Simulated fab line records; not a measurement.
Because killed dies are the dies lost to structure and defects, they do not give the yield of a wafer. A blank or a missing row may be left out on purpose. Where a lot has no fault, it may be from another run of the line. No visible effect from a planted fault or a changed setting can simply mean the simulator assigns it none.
fab line records + flow gf180mcu
[record]
- lots = 13
- wafers = 39
- last_day = 34
route steps=602 shown MVSD@70 MVPSD@85 VT_IMPLANT@108
lots with no fault: from the same line, run without faults
start_h: hours from the record's first day to the start of the lot's first wafer shown + wait_h: how many hours have passed since the lot's step before this one + " the same as in the row above + L1.1+2: several wafers, shown together as one row + - no value, or no start was given + * or withheld: withheld + < > ~ a bound
route shown NAME@n: a module of which the file shows steps, and the number in the route of the first + usual: mean/standard deviation taken from wafers without a fault + same: alike in all rows + chamber/n: place in a boat + sites: each site's reading + _std_site: their standard deviation + _edge_site: mean of outer sites minus mean of inner sites + radius_mm: how far each site lies from the wafer's centre + mask NAME#n: copy n + behind: tool/chamber where the wafer was last shaped + hold: why the lot was held/for how many hours/how that ended + device: whichever transistor did not switch (one of n, p or np) + end of line: at the end of the route, the tests of the same wafers + a step with no rows: only its recipe + killed: dies that structure and defects cost at the first sort, which is not the same as the wafer's yield + map: a wafer's dies, marking killed ones x, the rest . and places with no die _
set.NAME: the setting as run; set.NAME@STEP: as run at that earlier step + model.NAME: the simulator's own value behind a step, which no gauge read
one table for each step of the route and one row for each wafer, over a sample of lots
services: from which hour (start_h, from the record's first day; less than 0 if before it) a tool's chamber was out of use, for how many hours, and why
[[steps]]
[step GF_MVSD_EXPOSE_04]
[recipe]
- mask_id = MVSD
- target_cd_nm = 1000
- na = 0.6
- source_shape = conventional
- sigma_outer = 0.6
- dose_mj = 260
| lot.wafer  | tool             | chamber | start_h | wait_h | mask    |
|------------|------------------|---------|---------|--------|---------|
| L257.2+5+6 | iline_stepper-01 | 0       | 85.69   | -      | MVSD#0  |
| L258.2+4+6 | iline_stepper-02 | 0       | 87.12   | -      | MVSD#0  |
| L259.2+3+6 | iline_stepper-01 | 0       | 92.08   | -      | MVSD#0  |
| L261.1+3+5 | iline_stepper-01 | 0       | 104.25  | -      | MVPSD#0 |
| L263.4+5+6 | iline_stepper-01 | 0       | 116.42  | -      | MVSD#0  |
| L270.1+5+6 | iline_stepper-01 | 0       | 150.73  | -      | MVSD#0  |
| L271.2+5+6 | iline_stepper-01 | 0       | 155.20  | -      | MVSD#0  |
| L272.1+5+6 | iline_stepper-01 | 0       | 162.41  | -      | MVSD#0  |
| L273.1+4+5 | iline_stepper-01 | 0       | 166.92  | -      | MVSD#0  |
| L274.4+5+6 | iline_stepper-02 | 0       | 173.74  | -      | MVSD#0  |
| L275.1+3+4 | iline_stepper-01 | 0       | 177.51  | -      | MVSD#0  |
| L277.3+5+6 | iline_stepper-01 | 0       | 191.22  | -      | MVSD#0  |
| L279.1+2+5 | iline_stepper-02 | 0       | 201.25  | -      | MVSD#0  |
[step GF_MVSD_OVL_MEAS_07]
[usual]
- MVSD_OVL = 0.1/1.5
| lot.wafer | tool       | chamber | start_h | wait_h | MVSD_OVL[nm] |
|-----------|------------|---------|---------|--------|--------------|
| L257.2    | overlay-01 | -       | 92.57   | -      | 0.3          |
| L257.5    | "          | -       | "       | "      | -0.1         |
| L257.6    | "          | -       | "       | "      | -0.2         |
| L258.2    | overlay-01 | -       | 93.43   | -      | 0.3          |
| L258.4    | "          | -       | "       | "      | 0.7          |
| L258.6    | "          | -       | "       | "      | 1.4          |
| L259.2    | overlay-01 | -       | 98.73   | -      | 0.9          |
| L259.3    | "          | -       | "       | "      | -0.1         |
| L259.6    | "          | -       | "       | "      | 1.2          |
| L261.1    | overlay-01 | -       | 110.83  | -      | -            |
| L261.3    | "          | -       | "       | "      | -            |
| L261.5    | "          | -       | "       | "      | -            |
| L263.4    | overlay-02 | -       | 123.48  | -      | -2.7         |
| L263.5    | "          | -       | "       | "      | -2.2         |
| L263.6    | "          | -       | "       | "      | -0.2         |
| L270.1    | overlay-02 | -       | 158.56  | -      | 1.6          |
| L270.5    | "          | -       | "       | "      | -0.2         |
| L270.6    | "          | -       | "       | "      | -1.5         |
| L271.2    | overlay-01 | -       | 162.84  | -      | 1.6          |
| L271.5    | "          | -       | "       | "      | 0.0          |
| L271.6    | "          | -       | "       | "      | 2.0          |
| L272.1    | overlay-01 | -       | 170.67  | -      | 2.2          |
| L272.5    | "          | -       | "       | "      | 2.8          |
| L272.6    | "          | -       | "       | "      | 3.4          |
| L273.1    | overlay-01 | -       | 174.81  | -      | 1.3          |
| L273.4    | "          | -       | "       | "      | 0.8          |
| L273.5    | "          | -       | "       | "      | -0.4         |
| L274.4    | overlay-02 | -       | 181.43  | -      | -0.1         |
| L274.5    | "          | -       | "       | "      | -2.1         |
| L274.6    | "          | -       | "       | "      | 0.6          |
| L275.1    | overlay-02 | -       | 185.26  | -      | -0.4         |
| L275.3    | "          | -       | "       | "      | -1.5         |
| L275.4    | "          | -       | "       | "      | 0.1          |
| L277.3    | overlay-01 | -       | 198.79  | -      | -1.2         |
| L277.5    | "          | -       | "       | "      | 2.2          |
| L277.6    | "          | -       | "       | "      | 1.3          |
| L279.1    | overlay-02 | -       | 209.97  | -      | -1.1         |
| L279.2    | "          | -       | "       | "      | -0.5         |
| L279.5    | "          | -       | "       | "      | -1.1         |
[step GF_MVSD_TW_MEAS_11]
[usual]
- MVSD_TW = 1573/8.8
| lot.wafer | tool          | chamber | start_h | wait_h | MVSD_TW |
|-----------|---------------|---------|---------|--------|---------|
| L257.2    | film_metro-02 | -       | 93.01   | 0.1    | 1585    |
| L257.5    | "             | -       | "       | "      | 1584    |
| L257.6    | "             | -       | "       | "      | 1578    |
| L258.2    | film_metro-02 | -       | 93.87   | 0.1    | 1588    |
| L258.4    | "             | -       | "       | "      | 1592    |
| L258.6    | "             | -       | "       | "      | 1582    |
| L259.2    | film_metro-02 | -       | 99.17   | 0.1    | 1586    |
| L259.3    | "             | -       | "       | "      | 1590    |
| L259.6    | "             | -       | "       | "      | 1575    |
| L261.1    | film_metro-03 | -       | 111.27  | 0.1    | 30      |
| L261.3    | "             | -       | "       | "      | 30      |
| L261.5    | "             | -       | "       | "      | 30      |
| L263.4    | film_metro-01 | -       | 123.92  | 0.1    | 1557    |
| L263.5    | "             | -       | "       | "      | 1565    |
| L263.6    | "             | -       | "       | "      | 1566    |
| L270.1    | film_metro-02 | -       | 158.99  | 0.1    | 1576    |
| L270.5    | "             | -       | "       | "      | 1586    |
| L270.6    | "             | -       | "       | "      | 1574    |
| L271.2    | film_metro-03 | -       | 163.28  | 0.1    | 1575    |
| L271.5    | "             | -       | "       | "      | 1571    |
| L271.6    | "             | -       | "       | "      | 1564    |
| L272.1    | film_metro-02 | -       | 171.11  | 0.1    | 1570    |
| L272.5    | "             | -       | "       | "      | 1581    |
| L272.6    | "             | -       | "       | "      | 1575    |
| L273.1    | film_metro-01 | -       | 175.24  | 0.1    | 1575    |
| L273.4    | "             | -       | "       | "      | 1572    |
| L273.5    | "             | -       | "       | "      | 1565    |
| L274.4    | film_metro-01 | -       | 181.87  | 0.1    | 1563    |
| L274.5    | "             | -       | "       | "      | 1559    |
| L274.6    | "             | -       | "       | "      | 1570    |
| L275.1    | film_metro-02 | -       | 185.69  | 0.1    | 1575    |
| L275.3    | "             | -       | "       | "      | 1580    |
| L275.4    | "             | -       | "       | "      | 1586    |
| L277.3    | film_metro-03 | -       | 199.23  | 0.1    | 1569    |
| L277.5    | "             | -       | "       | "      | 1565    |
| L277.6    | "             | -       | "       | "      | 1573    |
| L279.1    | film_metro-03 | -       | 210.41  | 0.1    | 1576    |
| L279.2    | "             | -       | "       | "      | 1578    |
| L279.5    | "             | -       | "       | "      | 1570    |
[step GF_MVPSD_OVL_MEAS_07]
[usual]
- MVPSD_OVL = -0.3/1.3
| lot.wafer | tool       | chamber | start_h | wait_h | MVPSD_OVL[nm] |
|-----------|------------|---------|---------|--------|---------------|
| L257.2    | overlay-01 | -       | 107.49  | -      | -1.5          |
| L257.5    | "          | -       | "       | "      | 0.8           |
| L257.6    | "          | -       | "       | "      | 0.7           |
| L258.2    | overlay-01 | -       | 108.37  | -      | -4.0          |
| L258.4    | "          | -       | "       | "      | -2.7          |
| L258.6    | "          | -       | "       | "      | -0.1          |
| L259.2    | overlay-02 | -       | 113.31  | -      | 1.5           |
| L259.3    | "          | -       | "       | "      | 2.8           |
| L259.6    | "          | -       | "       | "      | 1.7           |
| L261.1    | overlay-02 | -       | 126.07  | -      | -1.7          |
| L261.3    | "          | -       | "       | "      | 0.2           |
| L261.5    | "          | -       | "       | "      | -1.6          |
| L263.4    | overlay-01 | -       | 139.58  | -      | 1.0           |
| L263.5    | "          | -       | "       | "      | 0.0           |
| L263.6    | "          | -       | "       | "      | 2.9           |
| L270.1    | overlay-01 | -       | 175.47  | -      | 0.1           |
| L270.5    | "          | -       | "       | "      | 0.7           |
| L270.6    | "          | -       | "       | "      | 0.8           |
| L271.2    | overlay-02 | -       | 179.52  | -      | -1.3          |
| L271.5    | "          | -       | "       | "      | -1.8          |
| L271.6    | "          | -       | "       | "      | -1.7          |
| L272.1    | overlay-01 | -       | 187.08  | -      | -0.4          |
| L272.5    | "          | -       | "       | "      | 0.8           |
| L272.6    | "          | -       | "       | "      | -2.1          |
| L273.1    | overlay-02 | -       | 192.01  | -      | 0.0           |
| L273.4    | "          | -       | "       | "      | 0.0           |
| L273.5    | "          | -       | "       | "      | -1.2          |
| L274.4    | overlay-02 | -       | 198.68  | -      | -1.4          |
| L274.5    | "          | -       | "       | "      | -1.0          |
| L274.6    | "          | -       | "       | "      | -0.6          |
| L275.1    | overlay-02 | -       | 202.17  | -      | 0.1           |
| L275.3    | "          | -       | "       | "      | -1.3          |
| L275.4    | "          | -       | "       | "      | -1.2          |
| L277.3    | overlay-02 | -       | 215.92  | -      | 1.3           |
| L277.5    | "          | -       | "       | "      | 0.3           |
| L277.6    | "          | -       | "       | "      | 0.5           |
| L279.1    | overlay-01 | -       | 227.63  | -      | -1.8          |
| L279.2    | "          | -       | "       | "      | 0.4           |
| L279.5    | "          | -       | "       | "      | -0.3          |
[step GF_MVPSD_TW_MEAS_11]
[usual]
- MVPSD_TW = 551/3.2
| lot.wafer | tool          | chamber | start_h | wait_h | MVPSD_TW |
|-----------|---------------|---------|---------|--------|----------|
| L257.2    | film_metro-02 | -       | 107.93  | 0.1    | 554      |
| L257.5    | "             | -       | "       | "      | 558      |
| L257.6    | "             | -       | "       | "      | 558      |
| L258.2    | film_metro-01 | -       | 108.81  | 0.1    | 543      |
| L258.4    | "             | -       | "       | "      | 546      |
| L258.6    | "             | -       | "       | "      | 546      |
| L259.2    | film_metro-03 | -       | 113.75  | 0.1    | 546      |
| L259.3    | "             | -       | "       | "      | 548      |
| L259.6    | "             | -       | "       | "      | 547      |
| L261.1    | film_metro-02 | -       | 126.50  | 0.1    | 1609     |
| L261.3    | "             | -       | "       | "      | 1595     |
| L261.5    | "             | -       | "       | "      | 1591     |
| L263.4    | film_metro-01 | -       | 140.02  | 0.1    | 547      |
| L263.5    | "             | -       | "       | "      | 549      |
| L263.6    | "             | -       | "       | "      | 547      |
| L270.1    | film_metro-02 | -       | 175.90  | 0.1    | 553      |
| L270.5    | "             | -       | "       | "      | 553      |
| L270.6    | "             | -       | "       | "      | 552      |
| L271.2    | film_metro-02 | -       | 179.96  | 0.1    | 553      |
| L271.5    | "             | -       | "       | "      | 551      |
| L271.6    | "             | -       | "       | "      | 551      |
| L272.1    | film_metro-03 | -       | 187.52  | 0.1    | 551      |
| L272.5    | "             | -       | "       | "      | 551      |
| L272.6    | "             | -       | "       | "      | 550      |
| L273.1    | film_metro-03 | -       | 192.44  | 0.1    | 552      |
| L273.4    | "             | -       | "       | "      | 551      |
| L273.5    | "             | -       | "       | "      | 553      |
| L274.4    | film_metro-02 | -       | 199.12  | 0.1    | 554      |
| L274.5    | "             | -       | "       | "      | 552      |
| L274.6    | "             | -       | "       | "      | 554      |
| L275.1    | film_metro-02 | -       | 202.60  | 0.1    | 552      |
| L275.3    | "             | -       | "       | "      | 554      |
| L275.4    | "             | -       | "       | "      | 555      |
| L277.3    | film_metro-03 | -       | 216.36  | 0.1    | 549      |
| L277.5    | "             | -       | "       | "      | 549      |
| L277.6    | "             | -       | "       | "      | 549      |
| L279.1    | film_metro-03 | -       | 228.07  | 0.1    | 550      |
| L279.2    | "             | -       | "       | "      | 548      |
| L279.5    | "             | -       | "       | "      | 550      |
[step GF_VT_IMPLANT_OVL_MEAS_18]
[usual]
- VT_IMPLANT_01_OVL = -1.3/1.7
| lot.wafer | tool       | chamber | start_h | wait_h | VT_IMPLANT_01_OVL[nm] |
|-----------|------------|---------|---------|--------|-----------------------|
| L257.2    | overlay-01 | -       | 137.66  | 0.1    | -3.1                  |
| L257.5    | "          | -       | "       | "      | -3.8                  |
| L257.6    | "          | -       | "       | "      | -2.8                  |
| L258.2    | overlay-02 | -       | 138.22  | 0.1    | 1.6                   |
| L258.4    | "          | -       | "       | "      | 0.8                   |
| L258.6    | "          | -       | "       | "      | 1.4                   |
| L259.2    | overlay-02 | -       | 144.12  | 0.1    | -3.7                  |
| L259.3    | "          | -       | "       | "      | -2.6                  |
| L259.6    | "          | -       | "       | "      | -2.1                  |
| L261.1    | overlay-02 | -       | 157.56  | 0.1    | -2.3                  |
| L261.3    | "          | -       | "       | "      | -2.9                  |
| L261.5    | "          | -       | "       | "      | -3.2                  |
| L263.4    | overlay-02 | -       | 170.99  | 0.1    | 0.8                   |
| L263.5    | "          | -       | "       | "      | -1.8                  |
| L263.6    | "          | -       | "       | "      | 0.0                   |
| L270.1    | overlay-02 | -       | 209.62  | 0.1    | -4.6                  |
| L270.5    | "          | -       | "       | "      | -5.7                  |
| L270.6    | "          | -       | "       | "      | -4.3                  |
| L271.2    | overlay-02 | -       | 213.93  | 0.1    | -0.5                  |
| L271.5    | "          | -       | "       | "      | -2.8                  |
| L271.6    | "          | -       | "       | "      | 0.6                   |
| L272.1    | overlay-02 | -       | 220.56  | 0.1    | -3.1                  |
| L272.5    | "          | -       | "       | "      | -2.4                  |
| L272.6    | "          | -       | "       | "      | -2.3                  |
| L273.1    | overlay-01 | -       | 226.76  | 0.1    | -1.9                  |
| L273.4    | "          | -       | "       | "      | 1.5                   |
| L273.5    | "          | -       | "       | "      | -1.0                  |
| L274.4    | overlay-01 | -       | 234.09  | 0.1    | -2.7                  |
| L274.5    | "          | -       | "       | "      | -2.2                  |
| L274.6    | "          | -       | "       | "      | -1.0                  |
| L275.1    | overlay-01 | -       | 237.31  | 0.1    | 2.9                   |
| L275.3    | "          | -       | "       | "      | 0.4                   |
| L275.4    | "          | -       | "       | "      | 1.3                   |
| L277.3    | overlay-01 | -       | 253.08  | 0.1    | -2.1                  |
| L277.5    | "          | -       | "       | "      | -2.0                  |
| L277.6    | "          | -       | "       | "      | -2.4                  |
| L279.1    | overlay-01 | -       | 264.52  | 0.1    | -0.2                  |
| L279.2    | "          | -       | "       | "      | -1.7                  |
| L279.5    | "          | -       | "       | "      | -1.3                  |
[step GF_VT_IMPLANT_STRIP_20]
[recipe]
- chemistry = O2/N2
- power_w = 1400
- pressure_mtorr = 1500
- platen_temp_c = 250
- o2_flow_sccm = 3000
- n2_flow_sccm = 300
- overash_fraction = 0.5
[usual]
- drypump_motor_current_A = 5.9/0.36
- heater_power_w = 351/19
- oes_product_au = 0.715/0.0041
- strip_time_to_endpoint_s = 12.66/0.045
| lot.wafer | tool            | chamber | start_h | wait_h | drypump_motor_current_A | heater_power_w | oes_product_au | rf_hours_counter_h | strip_time_to_endpoint_s |
|-----------|-----------------|---------|---------|--------|-------------------------|----------------|----------------|--------------------|--------------------------|
| L257.2    | plasma_asher-01 | 1       | 137.84  | 0.1    | 6.4                     | 385            | 0.708          | 36                 | 12.64                    |
| L257.5    | "               | 0       | "       | "      | 6.4                     | 353            | 0.713          | -                  | 12.67                    |
| L257.6    | "               | 1       | "       | "      | 6.4                     | 390            | 0.717          | -                  | 12.60                    |
| L258.2    | plasma_asher-04 | 1       | 138.40  | 0.1    | 5.9                     | 355            | 0.716          | 2                  | 12.58                    |
| L258.4    | "               | 0       | "       | "      | 5.7                     | 348            | 0.716          | -                  | 12.57                    |
| L258.6    | "               | 0       | "       | "      | 5.7                     | 345            | 0.717          | -                  | 12.61                    |
| L259.2    | plasma_asher-04 | 0       | 144.30  | 0.1    | 5.8                     | 353            | 0.720          | 3                  | 12.65                    |
| L259.3    | "               | 1       | "       | "      | 5.9                     | 342            | 0.710          | -                  | 12.65                    |
| L259.6    | "               | 1       | "       | "      | 5.8                     | 346            | 0.718          | -                  | 12.62                    |
| L261.1    | plasma_asher-01 | 0       | 157.74  | 0.1    | 6.5                     | 350            | 0.713          | 38                 | 12.69                    |
| L261.3    | "               | 1       | "       | "      | 6.4                     | 379            | 0.718          | -                  | 12.70                    |
| L261.5    | "               | 1       | "       | "      | 6.4                     | 382            | 0.711          | -                  | 12.68                    |
| L263.4    | plasma_asher-02 | 1       | 171.19  | 0.1    | 5.6                     | 328            | 0.710          | -                  | 12.66                    |
| L263.5    | "               | 1       | "       | "      | 5.6                     | 327            | 0.709          | -                  | 12.69                    |
| L263.6    | "               | 0       | "       | "      | 5.4                     | 336            | 0.715          | -                  | 12.65                    |
| L270.1    | plasma_asher-02 | 0       | 209.81  | 0.1    | 5.4                     | 331            | 0.713          | 63                 | 12.72                    |
| L270.5    | "               | 0       | "       | "      | 5.4                     | 333            | 0.711          | -                  | 12.69                    |
| L270.6    | "               | 1       | "       | "      | 5.6                     | 331            | 0.711          | -                  | 12.69                    |
| L271.2    | plasma_asher-04 | 1       | 214.11  | 0.1    | 5.9                     | 346            | 0.714          | 10                 | 12.61                    |
| L271.5    | "               | 0       | "       | "      | 5.8                     | 340            | 0.714          | -                  | 12.60                    |
| L271.6    | "               | 1       | "       | "      | 5.9                     | 343            | 0.712          | -                  | 12.65                    |
| L272.1    | plasma_asher-02 | 0       | 220.74  | 0.1    | 5.4                     | 328            | 0.720          | 64                 | 12.69                    |
| L272.5    | "               | 1       | "       | "      | 5.5                     | 322            | 0.719          | -                  | 12.68                    |
| L272.6    | "               | 0       | "       | "      | 5.4                     | 328            | 0.718          | -                  | 12.64                    |
| L273.1    | plasma_asher-01 | 1       | 226.94  | 0.1    | 6.4                     | 388            | 0.722          | 45                 | 12.63                    |
| L273.4    | "               | 0       | "       | "      | 6.4                     | 359            | 0.714          | -                  | 12.65                    |
| L273.5    | "               | 1       | "       | "      | 6.4                     | 384            | 0.720          | -                  | 12.68                    |
| L274.4    | plasma_asher-01 | 1       | 234.29  | 0.1    | 6.4                     | 388            | 0.718          | -                  | 12.71                    |
| L274.5    | "               | 0       | "       | "      | 6.5                     | 353            | 0.710          | -                  | 12.78                    |
| L274.6    | "               | 1       | "       | "      | 6.4                     | 383            | 0.716          | -                  | 12.65                    |
| L275.1    | plasma_asher-04 | 0       | 237.50  | 0.1    | 5.7                     | 362            | 0.714          | 13                 | 12.72                    |
| L275.3    | "               | 0       | "       | "      | 5.7                     | 355            | 0.719          | -                  | 12.72                    |
| L275.4    | "               | 1       | "       | "      | 5.8                     | 342            | 0.713          | -                  | 12.72                    |
| L277.3    | plasma_asher-01 | 1       | 253.28  | 0.1    | 6.4                     | 389            | 0.720          | -                  | 12.61                    |
| L277.5    | "               | 1       | "       | "      | 6.4                     | 375            | 0.718          | -                  | 12.60                    |
| L277.6    | "               | 0       | "       | "      | 6.5                     | 355            | 0.716          | -                  | 12.62                    |
| L279.1    | plasma_asher-04 | 1       | 264.71  | 0.1    | 5.9                     | 345            | 0.721          | 16                 | 12.72                    |
| L279.2    | "               | 0       | "       | "      | 5.8                     | 343            | 0.713          | 16                 | 12.68                    |
| L279.5    | "               | 0       | "       | "      | 5.8                     | 355            | 0.716          | -                  | 12.71                    |
[[services]]
| tool             | chamber | start_h | hours | kind        |
|------------------|---------|---------|-------|-------------|
| iline_stepper-01 | -       | 105.11  | 1.7   | pm          |
| plasma_asher-04  | -       | 108.80  | 9.0   | pm          |
| plasma_asher-04  | 0       | 108.80  | 9.0   | vent_cycle  |
| plasma_asher-04  | 1       | 108.80  | 9.0   | vent_cycle  |
| iline_stepper-02 | -       | 111.09  | 1.7   | pm          |
| iline_stepper-01 | 0       | 111.35  | -     | calibration |
| plasma_asher-04  | 0       | 117.80  | -     | clean       |
| plasma_asher-04  | 1       | 117.80  | -     | clean       |
| plasma_asher-01  | -       | 134.27  | 1.2   | repair      |
| iline_stepper-02 | -       | 141.20  | 0.8   | repair      |
| iline_stepper-02 | 0       | 212.20  | -     | calibration |
| plasma_asher-01  | -       | 220.75  | 2.3   | repair      |
[[key]]
[first_sign]
- step = GF_MVSD_EXPOSE_04
- reading = mask
- direction = changed
[effect]
- step = GF_MVSD_OVL_MEAS_07
- reading = MVSD_OVL
- direction = missing
[effect]
- step = GF_MVSD_TW_MEAS_11
- reading = MVSD_TW
- direction = down
- sigmas = 99+
- usual = 1573
- struck = 30
[effect]
- step = GF_MVPSD_TW_MEAS_11
- reading = MVPSD_TW
- direction = up
- sigmas = 99+
- usual = 551
- struck = 1598
met_at GF_MVSD_EXPOSE_04
struck_lots L261
sort_left_out L261.1,L261.3,L261.5
tester_left_out L261
not_acting_at GF_MVPSD_OVL_MEAS_07,GF_VT_IMPLANT_OVL_MEAS_18,GF_VT_IMPLANT_STRIP_20
onset_between 92.08 104.25
[fault]
- kind = wrong_mask
- tool = any
- chamber = -
- onset_h = 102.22
- steps = GF_MVSD_EXPOSE_04
- aux_copy = MVPSD#0
- scope = struck_lots_only
// tester_left_out: of these lots the tester's yield and bins aren't shown, on N5 and GAA mostly nor the transistor test; their killed dies are dies lost to structure and defects alone, not to doping, threshold or leakage, so they don't give the yield
// sort_left_out: the simulated sort isn't trusted on such a fault, so these wafers' sort isn't shown, and their yield isn't known
